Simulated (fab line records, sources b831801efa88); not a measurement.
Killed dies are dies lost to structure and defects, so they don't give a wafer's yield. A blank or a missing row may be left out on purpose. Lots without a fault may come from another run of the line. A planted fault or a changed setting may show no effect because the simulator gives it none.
fab line records | flow gf180mcu
record lots=5 wafers=15 last_day=34
route steps=602 shown NWELL@44 LVPWELL@54 MVSD@66 MVPSD@78
lots that met no fault: from a run of the same line without faults
start_h: hours from the record's first day to the start of the lot's first wafer shown | wait_h: hours since the lot's step before | " the same as in the row above | L1.1+2: a row that stands for several wafers | - no value, or no start given | * or withheld: withheld | < > ~ a bound
route shown NAME@n: a module of which the file shows steps, and the number in the route of the first | usual: mean/standard deviation of fault-free wafers | same: alike in all rows | chamber/n: place in a boat | sites: the reading at each site | _std_site: their standard deviation | _edge_site: outer sites' mean less inner sites' | radius_mm: how far each site lies from the wafer's centre | mask NAME#n: copy n | behind: the tool/chamber that last shaped the wafer | hold: why the lot was held/for how many hours/how that ended | device: the transistor (n, p or np) that didn't switch | end of line: the same wafers' tests at the end of the route | a step without rows: its recipe alone | killed: dies lost to structure and defects at the first sort, not the wafer's yield | map: a wafer's dies, x killed, . not, _ none there
set.NAME: the setting as run; set.NAME@STEP: as run at that earlier step | model.NAME: the simulator's own value behind a step, which no gauge read
lots at some steps of the route; a table a step, a row a wafer
services: from which hour (start_h, from the record's first day; less than 0 if before it) a tool's chamber was out of use, for how many hours, and why
## steps
# step GF_NWELL_COAT_02
# recipe spin_rpm=2000 resist_thk_nm=3000
# usual resist_line_temp_C=23.01/0.093
# columns lot.wafer tool chamber start_h wait_h resist_line_temp_C
L077.2 litho_track-01 0 65.14 0.1 23.12
L077.3 " 0 " " 22.89
L077.4 " 0 " " 23.07
L082.3 litho_track-01 0 92.91 0.1 23.03
L082.4 " 0 " " 23.07
L082.5 " 0 " " 22.98
L084.3 litho_track-02 0 102.81 0.1 23.00
L084.5 " 0 " " 23.00
L084.6 " 0 " " 23.03
L089.1 litho_track-01 0 129.66 0.1 23.11
L089.2 " 0 " " 23.07
L089.6 " 0 " " 23.10
L097.1 litho_track-01 0 177.86 0.1 23.02
L097.3 " 0 " " 22.95
L097.6 " 0 " " 23.11
# step GF_NWELL_SOFTBAKE_03
# recipe temp_c=108.9 time_s=withheld
# usual resist_line_temp_C=22.99/0.1
# columns lot.wafer tool chamber start_h wait_h resist_line_temp_C
L077.2 litho_track-01 0 65.30 0.1 22.83
L077.3 " 0 " " 22.88
L077.4 " 0 " " 23.06
L082.3 litho_track-01 0 93.08 0.1 22.97
L082.4 " 0 " " 23.06
L082.5 " 0 " " 23.23
L084.3 litho_track-02 0 102.98 0.1 22.80
L084.5 " 0 " " 22.80
L084.6 " 0 " " 22.88
L089.1 litho_track-01 0 129.81 0.1 23.08
L089.2 " 0 " " 22.98
L089.6 " 0 " " 23.07
L097.1 litho_track-01 0 178.01 0.1 22.89
L097.3 " 0 " " 23.02
L097.6 " 0 " " 23.04
# step GF_NWELL_EXPOSE_04
# recipe mask_id=Nwell target_cd_nm=860 na=0.6 source_shape=conventional sigma_outer=0.6 dose_mj=260
# columns lot.wafer tool chamber start_h wait_h mask
L077.2+3+4 iline_stepper-01 0 - - Nwell#0
L082.3+4+5 iline_stepper-02 0 - - Nwell#0
L084.3+5+6 iline_stepper-02 0 - - Nwell#0
L089.1+2+6 iline_stepper-01 0 - - Nwell#0
L097.1+3+6 iline_stepper-01 0 - - Nwell#0
# step GF_NWELL_PEB_05
# recipe temp_c=115 time_s=withheld
# usual resist_line_temp_C=23.00/0.11
# columns lot.wafer tool chamber start_h wait_h resist_line_temp_C
L077.2 litho_track-01 0 - - 22.90
L077.3 " 0 " " 22.88
L077.4 " 0 " " 22.93
L082.3 litho_track-03 0 - - 23.05
L082.4 " 0 " " 22.98
L082.5 " 0 " " 22.93
L084.3 litho_track-02 0 - - 23.12
L084.5 " 0 " " 23.18
L084.6 " 0 " " 23.04
L089.1 litho_track-01 0 - - 22.78
L089.2 " 0 " " 22.84
L089.6 " 0 " " 22.87
L097.1 litho_track-02 0 - - 23.07
L097.3 " 0 " " 23.19
L097.6 " 0 " " 23.09
# step GF_NWELL_DEVELOP_06
# recipe wall_angle_deg=90 develop_time_s=60 dev_temp_c=23
# usual resist_line_temp_C=23.02/0.096
# columns lot.wafer tool chamber start_h wait_h resist_line_temp_C
L077.2 litho_track-01 0 - - 23.03
L077.3 " 0 " " 23.05
L077.4 " 0 " " 23.01
L082.3 litho_track-03 0 - - 22.91
L082.4 " 0 " " 23.08
L082.5 " 0 " " 22.99
L084.3 litho_track-02 0 - - 23.19
L084.5 " 0 " " 23.15
L084.6 " 0 " " 22.88
L089.1 litho_track-01 0 - - 23.11
L089.2 " 0 " " 23.07
L089.6 " 0 " " 22.97
L097.1 litho_track-02 0 - - 22.95
L097.3 " 0 " " 22.96
L097.6 " 0 " " 23.08
# step GF_NWELL_OVL_MEAS_07
# usual NWELL_OVL=1.0/1.6
# columns lot.wafer tool chamber start_h wait_h NWELL_OVL[nm]
L077.2 overlay-01 - 72.27 - 0.8
L077.3 " - " " 2.5
L077.4 " - " " 3.5
L082.3 overlay-01 - 99.62 - 4.7
L082.4 " - " " 2.5
L082.5 " - " " 1.4
L084.3 overlay-02 - 109.82 - 0.8
L084.5 " - " " -0.4
L084.6 " - " " -1.4
L089.1 overlay-01 - 137.91 - 2.6
L089.2 " - " " 1.6
L089.6 " - " " 1.2
L097.1 overlay-02 - 186.06 - -1.1
L097.3 " - " " -0.3
L097.6 " - " " -1.7
# step GF_NWELL_IMPLANT_08
# recipe species=P energy_kev=450 dose_cm2=1.5e+13 tilt_deg=0
# usual beam_energy_keV=449.99/0.13
# same implant_ion_amu=31
# columns lot.wafer tool chamber start_h wait_h beam_energy_keV
L077.2 implanter-01 0 72.33 0.0 449.97
L077.3 " 0 " " 450.04
L077.4 " 0 " " 450.00
L082.3 implanter-03 0 99.70 0.1 449.98
L082.4 " 0 " " 449.98
L082.5 " 0 " " 450.05
L084.3 implanter-04 0 109.90 0.1 450.20
L084.5 " 0 " " 449.94
L084.6 " 0 " " 449.78
L089.1 implanter-01 0 137.95 0.0 450.14
L089.2 " 0 " " 450.17
L089.6 " 0 " " 450.20
L097.1 implanter-03 0 186.09 0.0 450.12
L097.3 " 0 " " 449.90
L097.6 " 0 " " 449.91
# step GF_NWELL_IMPLANT_09
# recipe species=P energy_kev=160 dose_cm2=4e+12 tilt_deg=0
# usual beam_energy_keV=160.01/0.044
# same implant_ion_amu=31
# columns lot.wafer tool chamber start_h wait_h beam_energy_keV
L077.2 implanter-01 0 72.48 0.1 159.99
L077.3 " 0 " " 160.00
L077.4 " 0 " " 160.00
L082.3 implanter-03 0 99.85 0.1 159.98
L082.4 " 0 " " 160.11
L082.5 " 0 " " 160.07
L084.3 implanter-04 0 110.05 0.1 159.97
L084.5 " 0 " " 159.91
L084.6 " 0 " " 159.96
L089.1 implanter-01 0 138.10 0.1 159.94
L089.2 " 0 " " 159.97
L089.6 " 0 " " 160.06
L097.1 implanter-03 0 186.24 0.1 160.01
L097.3 " 0 " " 159.98
L097.6 " 0 " " 159.94
# step GF_NWELL_STRIP_10
# recipe chemistry=O2/N2 power_w=1400 pressure_mtorr=1500 platen_temp_c=250 o2_flow_sccm=3000 n2_flow_sccm=300 overash_fraction=0.5
# usual drypump_motor_current_A=5.9/0.34 heater_power_w=338/29 oes_product_au=0.722/0.0051 strip_time_to_endpoint_s=37.07/0.11
# columns lot.wafer tool chamber start_h wait_h drypump_motor_current_A heater_power_w oes_product_au rf_hours_counter_h strip_time_to_endpoint_s
L077.2 plasma_asher-03 0 72.60 0.1 5.8 340 0.715 32 37.19
L077.3 " 1 " " 6.4 320 0.732 - 37.15
L077.4 " 0 " " 5.8 331 0.719 - 37.20
L082.3 plasma_asher-04 1 99.98 0.1 6.3 387 0.720 - 37.02
L082.4 " 0 " " 5.5 312 0.730 - 37.08
L082.5 " 0 " " 5.5 307 0.717 - 37.05
L084.3 plasma_asher-02 0 110.18 0.1 5.6 336 0.723 - 37.19
L084.5 " 0 " " 5.6 332 0.730 - 37.26
L084.6 " 1 " " 6.1 313 0.720 - 37.27
L089.1 plasma_asher-03 0 138.25 0.1 5.8 330 0.716 39 36.96
L089.2 " 1 " " 6.4 318 0.718 39 36.91
L089.6 " 0 " " 5.8 331 0.723 - 36.95
L097.1 plasma_asher-04 0 186.39 0.1 5.5 306 0.714 54 37.17
L097.3 " 1 " " 6.2 393 0.721 - 37.11
L097.6 " 0 " " 5.5 310 0.720 - 37.08
# step GF_NWELL_TW_MEAS_11
# usual NWELL_TW=1581/14
# columns lot.wafer tool chamber start_h wait_h NWELL_TW
L077.2 film_metro-02 - 72.71 0.1 1584
L077.3 " - " " 1594
L077.4 " - " " 1596
L082.3 film_metro-03 - 100.07 0.1 1593
L082.4 " - " " 1591
L082.5 " - " " 1587
L084.3 film_metro-04 - 110.27 0.1 1564
L084.5 " - " " 1562
L084.6 " - " " 1570
L089.1 film_metro-02 - 138.35 0.1 1584
L089.2 " - " " 1583
L089.6 " - " " 1593
L097.1 film_metro-03 - 186.49 0.1 1593
L097.3 " - " " 1600
L097.6 " - " " 1590
# step GF_LVPWELL_DEHYDRATE_00
# recipe temp_c=200 time_s=60
# usual resist_line_temp_C=23.02/0.12
# columns lot.wafer tool chamber start_h wait_h resist_line_temp_C
L077.2 litho_track-01 0 78.19 5.5 23.00
L077.3 " 0 " " 22.82
L077.4 " 0 " " 22.99
L082.3 litho_track-03 0 106.91 6.8 22.98
L082.4 " 0 " " 23.01
L082.5 " 0 " " 23.01
L084.3 litho_track-01 0 116.81 6.5 23.16
L084.5 " 0 " " 22.82
L084.6 " 0 " " 23.01
L089.1 litho_track-03 0 144.56 6.2 23.00
L089.2 " 0 " " 22.94
L089.6 " 0 " " 22.88
L097.1 litho_track-04 0 193.91 7.4 23.40
L097.3 " 0 " " 23.26
L097.6 " 0 " " 23.26
# step GF_LVPWELL_HMDS_01
# recipe prime_time_s=60 prime_temp_c=120
# usual resist_line_temp_C=23.00/0.11
# columns lot.wafer tool chamber start_h wait_h resist_line_temp_C
L077.2 litho_track-01 0 78.34 0.1 23.20
L077.3 " 0 " " 23.04
L077.4 " 0 " " 23.21
L082.3 litho_track-03 0 107.06 0.1 22.86
L082.4 " 0 " " 22.94
L082.5 " 0 " " 22.87
L084.3 litho_track-01 0 116.96 0.1 22.92
L084.5 " 0 " " 22.94
L084.6 " 0 " " 23.08
L089.1 litho_track-03 0 144.71 0.1 23.02
L089.2 " 0 " " 23.13
L089.6 " 0 " " 22.98
L097.1 litho_track-04 0 194.06 0.1 23.03
L097.3 " 0 " " 23.21
L097.6 " 0 " " 23.18
# step GF_LVPWELL_COAT_02
# recipe spin_rpm=2000 resist_thk_nm=3000
# usual resist_line_temp_C=23.01/0.11
# columns lot.wafer tool chamber start_h wait_h resist_line_temp_C
L077.2 litho_track-01 0 78.49 0.1 22.83
L077.3 " 0 " " 22.89
L077.4 " 0 " " 22.94
L082.3 litho_track-03 0 107.21 0.1 22.86
L082.4 " 0 " " 23.08
L082.5 " 0 " " 22.91
L084.3 litho_track-01 0 117.11 0.1 22.87
L084.5 " 0 " " 23.02
L084.6 " 0 " " 23.04
L089.1 litho_track-03 0 144.86 0.1 23.07
L089.2 " 0 " " 23.01
L089.6 " 0 " " 23.06
L097.1 litho_track-04 0 194.21 0.1 23.14
L097.3 " 0 " " 23.16
L097.6 " 0 " " 23.06
# step GF_LVPWELL_SOFTBAKE_03
# recipe temp_c=110 time_s=withheld
# usual resist_line_temp_C=23.00/0.11
# columns lot.wafer tool chamber start_h wait_h resist_line_temp_C
L077.2 litho_track-01 0 78.65 0.1 23.00
L077.3 " 0 " " 23.02
L077.4 " 0 " " 22.86
L082.3 litho_track-03 0 107.38 0.1 22.90
L082.4 " 0 " " 22.97
L082.5 " 0 " " 23.01
L084.3 litho_track-01 0 117.28 0.1 23.05
L084.5 " 0 " " 22.89
L084.6 " 0 " " 22.85
L089.1 litho_track-03 0 145.01 0.1 22.99
L089.2 " 0 " " 22.83
L089.6 " 0 " " 22.92
L097.1 litho_track-04 0 194.36 0.1 22.85
L097.3 " 0 " " 23.12
L097.6 " 0 " " 22.95
# step GF_LVPWELL_EXPOSE_04
# recipe mask_id=LVPWELL target_cd_nm=600 na=0.6 source_shape=conventional sigma_outer=0.6 dose_mj=260
# columns lot.wafer tool chamber start_h wait_h mask
L077.2+3+4 iline_stepper-02 0 - - LVPWELL#0
L082.3+4+5 iline_stepper-01 0 - - LVPWELL#0
L084.3+5+6 iline_stepper-01 0 - - LVPWELL#0
L089.1+2+6 iline_stepper-01 0 - - LVPWELL#0
L097.1+3+6 iline_stepper-02 0 - - LVPWELL#0
# step GF_LVPWELL_PEB_05
# recipe temp_c=115 time_s=withheld
# usual resist_line_temp_C=23.03/0.11
# columns lot.wafer tool chamber start_h wait_h resist_line_temp_C
L077.2 litho_track-04 0 - - 22.94
L077.3 " 0 " " 23.05
L077.4 " 0 " " 22.96
L082.3 litho_track-04 0 - - 22.99
L082.4 " 0 " " 22.90
L082.5 " 0 " " 22.94
L084.3 litho_track-04 0 - - 23.04
L084.5 " 0 " " 23.04
L084.6 " 0 " " 22.92
L089.1 litho_track-01 0 - - 23.13
L089.2 " 0 " " 23.08
L089.6 " 0 " " 22.96
L097.1 litho_track-04 0 - - 22.95
L097.3 " 0 " " 23.04
L097.6 " 0 " " 22.83
# step GF_LVPWELL_DEVELOP_06
# recipe wall_angle_deg=90 develop_time_s=60 dev_temp_c=23
# usual resist_line_temp_C=22.97/0.1
# columns lot.wafer tool chamber start_h wait_h resist_line_temp_C
L077.2 litho_track-04 0 - - 22.90
L077.3 " 0 " " 23.01
L077.4 " 0 " " 22.86
L082.3 litho_track-04 0 - - 22.99
L082.4 " 0 " " 22.98
L082.5 " 0 " " 23.09
L084.3 litho_track-04 0 - - 22.92
L084.5 " 0 " " 23.09
L084.6 " 0 " " 23.09
L089.1 litho_track-01 0 - - 23.00
L089.2 " 0 " " 23.06
L089.6 " 0 " " 23.08
L097.1 litho_track-04 0 - - 22.73
L097.3 " 0 " " 22.97
L097.6 " 0 " " 22.90
# step GF_LVPWELL_OVL_MEAS_07
# usual LVPWELL_OVL=-0.8/1.4
# columns lot.wafer tool chamber start_h wait_h LVPWELL_OVL[nm]
L077.2 overlay-02 - 84.82 - -2.0
L077.3 " - " " -0.7
L077.4 " - " " 0.2
L082.3 overlay-01 - 113.92 - -0.6
L082.4 " - " " -0.9
L082.5 " - " " -2.1
L084.3 overlay-01 - 124.87 - 0.3
L084.5 " - " " 1.2
L084.6 " - " " 0.5
L089.1 overlay-01 - 153.06 - -0.2
L089.2 " - " " -0.8
L089.6 " - " " -0.6
L097.1 overlay-01 - 202.81 - 1.6
L097.3 " - " " 0.7
L097.6 " - " " -0.4
# step GF_LVPWELL_IMPLANT_08
# recipe species=B energy_kev=170 dose_cm2=1.5e+13 tilt_deg=0
# usual beam_energy_keV=170.00/0.052
# same implant_ion_amu=11
# columns lot.wafer tool chamber start_h wait_h beam_energy_keV
L077.2 implanter-01 0 84.87 0.0 170.07
L077.3 " 0 " " 169.99
L077.4 " 0 " " 170.04
L082.3 implanter-03 0 114.00 0.1 169.91
L082.4 " 0 " " 169.95
L082.5 " 0 " " 169.88
L084.3 implanter-02 0 124.94 0.1 170.00
L084.5 " 0 " " 169.92
L084.6 " 0 " " 170.04
L089.1 implanter-02 0 153.10 0.0 169.96
L089.2 " 0 " " 169.93
L089.6 " 0 " " 169.96
L097.1 implanter-02 0 202.84 0.0 169.90
L097.3 " 0 " " 169.95
L097.6 " 0 " " 170.00
# step GF_LVPWELL_IMPLANT_09
# recipe species=B energy_kev=60 dose_cm2=5e+12 tilt_deg=0
# usual beam_energy_keV=59.996/0.019
# same implant_ion_amu=11
# columns lot.wafer tool chamber start_h wait_h beam_energy_keV
L077.2 implanter-01 0 85.02 0.1 60.009
L077.3 " 0 " " 60.025
L077.4 " 0 " " 60.024
L082.3 implanter-03 0 114.15 0.1 60.026
L082.4 " 0 " " 59.970
L082.5 " 0 " " 59.987
L084.3 implanter-02 0 125.09 0.1 59.985
L084.5 " 0 " " 60.000
L084.6 " 0 " " 60.002
L089.1 implanter-02 0 153.25 0.1 59.963
L089.2 " 0 " " 59.982
L089.6 " 0 " " 59.974
L097.1 implanter-02 0 202.99 0.1 59.986
L097.3 " 0 " " 59.994
L097.6 " 0 " " 59.999
# step GF_LVPWELL_STRIP_10
# recipe chemistry=O2/N2 power_w=1400 pressure_mtorr=1500 platen_temp_c=250 o2_flow_sccm=3000 n2_flow_sccm=300 overash_fraction=0.5
# usual drypump_motor_current_A=5.9/0.37 heater_power_w=343/37 oes_product_au=0.723/0.0044 strip_time_to_endpoint_s=36.92/0.1
# columns lot.wafer tool chamber start_h wait_h drypump_motor_current_A heater_power_w oes_product_au rf_hours_counter_h strip_time_to_endpoint_s
L077.2 plasma_asher-04 1 85.15 0.1 6.3 385 0.720 43 36.81
L077.3 " 1 " " 6.3 387 0.720 - 36.96
L077.4 " 0 " " 5.5 312 0.720 - 36.94
L082.3 plasma_asher-04 0 114.28 0.1 5.5 313 0.732 - 36.87
L082.4 " 1 " " 6.3 394 0.723 - 36.92
L082.5 " 0 " " 5.5 316 0.723 - 36.94
L084.3 plasma_asher-04 0 125.23 0.1 5.5 311 0.715 - 36.76
L084.5 " 1 " " 6.3 381 0.717 - 36.98
L084.6 " 0 " " 5.5 317 0.724 - 36.87
L089.1 plasma_asher-01 0 153.40 0.1 5.4 378 0.725 4 36.96
L089.2 " 1 " " 6.0 302 0.726 4 37.02
L089.6 " 0 " " 5.4 390 0.717 - 37.06
L097.1 plasma_asher-01 1 203.14 0.1 6.0 310 0.715 8 37.04
L097.3 " 0 " " 5.4 364 0.728 - 36.99
L097.6 " 0 " " 5.4 369 0.727 - 37.04
# step GF_LVPWELL_TW_MEAS_11
# usual LVPWELL_TW=562/4.9
# columns lot.wafer tool chamber start_h wait_h LVPWELL_TW
L077.2 film_metro-04 - 85.26 0.1 554
L077.3 " - " " 554
L077.4 " - " " 555
L082.3 film_metro-04 - 114.37 0.1 555
L082.4 " - " " 552
L082.5 " - " " 554
L084.3 film_metro-02 - 125.31 0.1 565
L084.5 " - " " 567
L084.6 " - " " 563
L089.1 film_metro-02 - 153.50 0.1 564
L089.2 " - " " 562
L089.6 " - " " 563
L097.1 film_metro-04 - 203.24 0.1 558
L097.3 " - " " 554
L097.6 " - " " 555
# step GF_MVSD_DEHYDRATE_00
# recipe temp_c=200 time_s=60
# usual resist_line_temp_C=23.01/0.1
# columns lot.wafer tool chamber start_h wait_h resist_line_temp_C
L077.2 litho_track-02 0 91.63 6.4 23.14
L077.3 " 0 " " 23.02
L077.4 " 0 " " 23.00
L082.3 litho_track-02 0 121.56 7.2 22.75
L082.4 " 0 " " 22.91
L082.5 " 0 " " 23.17
L084.3 litho_track-03 0 132.31 7.0 22.93
L084.5 " 0 " " 23.01
L084.6 " 0 " " 23.07
L089.1 litho_track-03 0 160.71 7.2 23.01
L089.2 " 0 " " 22.93
L089.6 " 0 " " 22.95
L097.1 litho_track-03 0 211.06 7.8 23.12
L097.3 " 0 " " 23.08
L097.6 " 0 " " 23.15
# step GF_MVSD_HMDS_01
# recipe prime_time_s=60 prime_temp_c=120
# usual resist_line_temp_C=23.00/0.09
# columns lot.wafer tool chamber start_h wait_h resist_line_temp_C
L077.2 litho_track-02 0 91.78 0.1 22.99
L077.3 " 0 " " 23.01
L077.4 " 0 " " 22.95
L082.3 litho_track-02 0 121.71 0.1 22.77
L082.4 " 0 " " 22.94
L082.5 " 0 " " 22.98
L084.3 litho_track-03 0 132.46 0.1 23.09
L084.5 " 0 " " 22.97
L084.6 " 0 " " 23.13
L089.1 litho_track-03 0 160.86 0.1 22.95
L089.2 " 0 " " 23.02
L089.6 " 0 " " 23.05
L097.1 litho_track-03 0 211.21 0.1 22.98
L097.3 " 0 " " 22.90
L097.6 " 0 " " 22.84
# step GF_MVSD_COAT_02
# recipe spin_rpm=2000 resist_thk_nm=3000
# usual resist_line_temp_C=22.99/0.098
# columns lot.wafer tool chamber start_h wait_h resist_line_temp_C
L077.2 litho_track-02 0 91.93 0.1 22.94
L077.3 " 0 " " 22.80
L077.4 " 0 " " 22.89
L082.3 litho_track-02 0 121.86 0.1 23.19
L082.4 " 0 " " 23.09
L082.5 " 0 " " 23.06
L084.3 litho_track-03 0 132.61 0.1 23.01
L084.5 " 0 " " 23.01
L084.6 " 0 " " 22.99
L089.1 litho_track-03 0 161.01 0.1 22.88
L089.2 " 0 " " 23.02
L089.6 " 0 " " 22.81
L097.1 litho_track-03 0 211.36 0.1 23.08
L097.3 " 0 " " 22.99
L097.6 " 0 " " 22.95
# step GF_MVSD_SOFTBAKE_03
# recipe temp_c=110 time_s=withheld
# usual resist_line_temp_C=22.98/0.1
# columns lot.wafer tool chamber start_h wait_h resist_line_temp_C
L077.2 litho_track-02 0 92.09 0.1 23.06
L077.3 " 0 " " 23.07
L077.4 " 0 " " 22.96
L082.3 litho_track-02 0 122.03 0.1 23.10
L082.4 " 0 " " 22.99
L082.5 " 0 " " 23.00
L084.3 litho_track-03 0 132.78 0.1 22.96
L084.5 " 0 " " 23.00
L084.6 " 0 " " 23.05
L089.1 litho_track-03 0 161.16 0.1 22.95
L089.2 " 0 " " 22.90
L089.6 " 0 " " 23.12
L097.1 litho_track-03 0 211.51 0.1 23.03
L097.3 " 0 " " 22.95
L097.6 " 0 " " 23.22
# step GF_MVSD_EXPOSE_04
# recipe mask_id=MVSD target_cd_nm=1000 na=0.6 source_shape=conventional sigma_outer=0.6 dose_mj=260
# columns lot.wafer tool chamber start_h wait_h mask
L077.2+3+4 iline_stepper-02 0 - - MVSD#0
L082.3+4+5 iline_stepper-01 0 - - MVSD#0
L084.3+5+6 iline_stepper-01 0 - - MVSD#0
L089.1+2+6 iline_stepper-02 0 - - MVSD#0
L097.1+3+6 iline_stepper-02 0 - - MVSD#0
# step GF_MVSD_PEB_05
# recipe temp_c=115 time_s=withheld
# usual resist_line_temp_C=22.99/0.1
# columns lot.wafer tool chamber start_h wait_h resist_line_temp_C
L077.2 litho_track-04 0 - - 22.89
L077.3 " 0 " " 22.94
L077.4 " 0 " " 22.94
L082.3 litho_track-04 0 - - 22.95
L082.4 " 0 " " 22.89
L082.5 " 0 " " 22.95
L084.3 litho_track-04 0 - - 23.07
L084.5 " 0 " " 23.21
L084.6 " 0 " " 23.09
L089.1 litho_track-03 0 - - 23.02
L089.2 " 0 " " 23.12
L089.6 " 0 " " 23.00
L097.1 litho_track-02 0 - - 22.98
L097.3 " 0 " " 22.85
L097.6 " 0 " " 22.95
# step GF_MVSD_DEVELOP_06
# recipe wall_angle_deg=90 develop_time_s=60 dev_temp_c=23
# usual resist_line_temp_C=22.99/0.11
# columns lot.wafer tool chamber start_h wait_h resist_line_temp_C
L077.2 litho_track-04 0 - - 22.85
L077.3 " 0 " " 22.78
L077.4 " 0 " " 22.79
L082.3 litho_track-04 0 - - 22.86
L082.4 " 0 " " 23.02
L082.5 " 0 " " 22.94
L084.3 litho_track-04 0 - - 23.04
L084.5 " 0 " " 22.98
L084.6 " 0 " " 23.04
L089.1 litho_track-03 0 - - 22.90
L089.2 " 0 " " 22.91
L089.6 " 0 " " 22.88
L097.1 litho_track-02 0 - - 23.07
L097.3 " 0 " " 22.98
L097.6 " 0 " " 23.11
# step GF_MVSD_OVL_MEAS_07
# usual MVSD_OVL=-0.3/1.5
# columns lot.wafer tool chamber start_h wait_h MVSD_OVL[nm]
L077.2 overlay-02 - 98.62 - 0.9
L077.3 " - " " 1.0
L077.4 " - " " 0.3
L082.3 overlay-02 - 129.27 - -0.9
L082.4 " - " " -1.8
L082.5 " - " " -0.4
L084.3 overlay-02 - 140.17 - -1.0
L084.5 " - " " -2.5
L084.6 " - " " 0.5
L089.1 overlay-01 - 168.76 - -3.0
L089.2 " - " " -1.0
L089.6 " - " " 0.2
L097.1 overlay-01 - 220.21 - 1.1
L097.3 " - " " -0.5
L097.6 " - " " 1.8
# step GF_MVSD_IMPLANT_08
# recipe species=P energy_kev=400 dose_cm2=1.6e+13 tilt_deg=0
# usual beam_energy_keV=400.01/0.12
# same implant_ion_amu=31
# columns lot.wafer tool chamber start_h wait_h beam_energy_keV
L077.2 implanter-02 0 98.67 0.0 400.07
L077.3 " 0 " " 400.20
L077.4 " 0 " " 400.10
L082.3 implanter-04 0 129.34 0.1 399.81
L082.4 " 0 " " 400.02
L082.5 " 0 " " 399.90
L084.3 implanter-02 0 140.24 0.1 400.03
L084.5 " 0 " " 400.03
L084.6 " 0 " " 399.94
L089.1 implanter-01 0 168.79 0.0 400.05
L089.2 " 0 " " 400.11
L089.6 " 0 " " 399.75
L097.1 implanter-02 0 220.24 0.0 399.86
L097.3 " 0 " " 399.86
L097.6 " 0 " " 399.84
# step GF_MVSD_IMPLANT_09
# recipe species=P energy_kev=100 dose_cm2=5e+12 tilt_deg=0
# usual beam_energy_keV=100.00/0.029
# same implant_ion_amu=31
# columns lot.wafer tool chamber start_h wait_h beam_energy_keV
L077.2 implanter-02 0 98.82 0.1 100.02
L077.3 " 0 " " 100.01
L077.4 " 0 " " 99.979
L082.3 implanter-04 0 129.49 0.1 100.01
L082.4 " 0 " " 99.979
L082.5 " 0 " " 100.03
L084.3 implanter-02 0 140.39 0.1 99.982
L084.5 " 0 " " 99.998
L084.6 " 0 " " 100.01
L089.1 implanter-01 0 168.94 0.1 99.986
L089.2 " 0 " " 100.04
L089.6 " 0 " " 99.984
L097.1 implanter-02 0 220.39 0.1 99.970
L097.3 " 0 " " 100.000
L097.6 " 0 " " 99.993
# step GF_MVSD_STRIP_10
# recipe chemistry=O2/N2 power_w=1400 pressure_mtorr=1500 platen_temp_c=250 o2_flow_sccm=3000 n2_flow_sccm=300 overash_fraction=0.5
# usual drypump_motor_current_A=5.9/0.32 heater_power_w=331/20 oes_product_au=0.722/0.0042 strip_time_to_endpoint_s=36.94/0.092
# columns lot.wafer tool chamber start_h wait_h drypump_motor_current_A heater_power_w oes_product_au rf_hours_counter_h strip_time_to_endpoint_s
L077.2 plasma_asher-01 0 98.95 0.1 5.4 379 0.714 48 37.06
L077.3 " 0 " " 5.4 375 0.721 - 36.99
L077.4 " 1 " " 6.0 287 0.721 - 37.10
L082.3 plasma_asher-02 1 129.63 0.1 6.0 322 0.724 - 37.03
L082.4 " 0 " " 5.6 335 0.727 - 37.10
L082.5 " 0 " " 5.6 334 0.728 - 37.08
L084.3 plasma_asher-01 0 140.53 0.1 5.4 368 0.727 - 36.92
L084.5 " 0 " " 5.4 383 0.723 - 36.98
L084.6 " 1 " " 6.0 299 0.713 - 37.01
L089.1 plasma_asher-03 0 169.09 0.1 5.8 333 0.722 42 37.04
L089.2 " 1 " " 6.4 329 0.723 42 36.96
L089.6 " 1 " " 6.4 322 0.725 - 36.92
L097.1 plasma_asher-03 0 220.54 0.1 5.8 325 0.718 47 36.89
L097.3 " 0 " " 5.8 335 0.719 - 36.88
L097.6 " 1 " " 6.4 318 0.719 - 36.83
# step GF_MVSD_TW_MEAS_11
# usual MVSD_TW=1586/14
# columns lot.wafer tool chamber start_h wait_h MVSD_TW
L077.2 film_metro-04 - 99.06 0.1 1574
L077.3 " - " " 1567
L077.4 " - " " 1565
L082.3 film_metro-03 - 129.71 0.1 1593
L082.4 " - " " 1585
L082.5 " - " " 1602
L084.3 film_metro-02 - 140.61 0.1 1585
L084.5 " - " " 1589
L084.6 " - " " 1589
L089.1 film_metro-03 - 169.19 0.1 1590
L089.2 " - " " 1602
L089.6 " - " " 1591
L097.1 film_metro-04 - 220.64 0.1 1576
L097.3 " - " " 1572
L097.6 " - " " 1581
# step GF_MVPSD_DEHYDRATE_00
# recipe temp_c=198.1 time_s=60
# usual resist_line_temp_C=23.00/0.1
# columns lot.wafer tool chamber start_h wait_h resist_line_temp_C
L077.2 litho_track-04 0 105.68 6.6 22.91
L077.3 " 0 " " 22.88
L077.4 " 0 " " 22.95
L082.3 litho_track-02 0 137.01 7.3 22.94
L082.4 " 0 " " 22.80
L082.5 " 0 " " 22.97
L084.3 litho_track-01 0 147.46 6.8 23.09
L084.5 " 0 " " 23.06
L084.6 " 0 " " 23.17
L089.1 litho_track-02 0 176.56 7.4 23.08
L089.2 " 0 " " 22.84
L089.6 " 0 " " 22.93
L097.1 litho_track-02 0 228.36 7.7 22.82
L097.3 " 0 " " 23.08
L097.6 " 0 " " 22.91
# step GF_MVPSD_HMDS_01
# recipe prime_time_s=60 prime_temp_c=120
# usual resist_line_temp_C=22.99/0.094
# columns lot.wafer tool chamber start_h wait_h resist_line_temp_C
L077.2 litho_track-04 0 105.83 0.1 23.03
L077.3 " 0 " " 22.90
L077.4 " 0 " " 22.92
L082.3 litho_track-02 0 137.16 0.1 23.00
L082.4 " 0 " " 22.87
L082.5 " 0 " " 23.04
L084.3 litho_track-01 0 147.61 0.1 23.06
L084.5 " 0 " " 23.17
L084.6 " 0 " " 23.07
L089.1 litho_track-02 0 176.71 0.1 22.97
L089.2 " 0 " " 23.02
L089.6 " 0 " " 23.16
L097.1 litho_track-02 0 228.51 0.1 22.93
L097.3 " 0 " " 22.97
L097.6 " 0 " " 22.93
## services
# columns tool chamber start_h hours kind
plasma_asher-01 - 48.39 1.4 repair
litho_track-04 - 49.94 - consumable_replace:filter
implanter-01 - 50.32 5.4 pm
implanter-04 - 54.09 0.9 repair
implanter-04 - 89.31 3.1 repair
plasma_asher-01 - 89.98 2.2 repair
iline_stepper-01 - 91.73 2.0 repair
implanter-04 - 94.14 2.5 repair
implanter-01 - 96.62 11.7 repair
plasma_asher-01 - 108.75 9.0 pm
plasma_asher-01 0 108.75 9.0 vent_cycle
plasma_asher-01 1 108.75 9.0 vent_cycle
plasma_asher-02 - 120.90 1.6 repair
implanter-04 - 122.52 4.5 pm
iline_stepper-02 - 128.36 4.1 repair
plasma_asher-03 - 139.48 1.9 repair
plasma_asher-02 - 143.25 2.5 repair
iline_stepper-01 - 152.18 2.5 repair
implanter-02 - 153.48 3.2 repair
plasma_asher-01 - 169.83 2.8 pm
iline_stepper-02 0 178.36 - calibration
iline_stepper-02 - 184.64 1.7 pm
implanter-03 - 194.64 3.2 repair
implanter-02 - 200.57 2.0 repair
## key
fault none
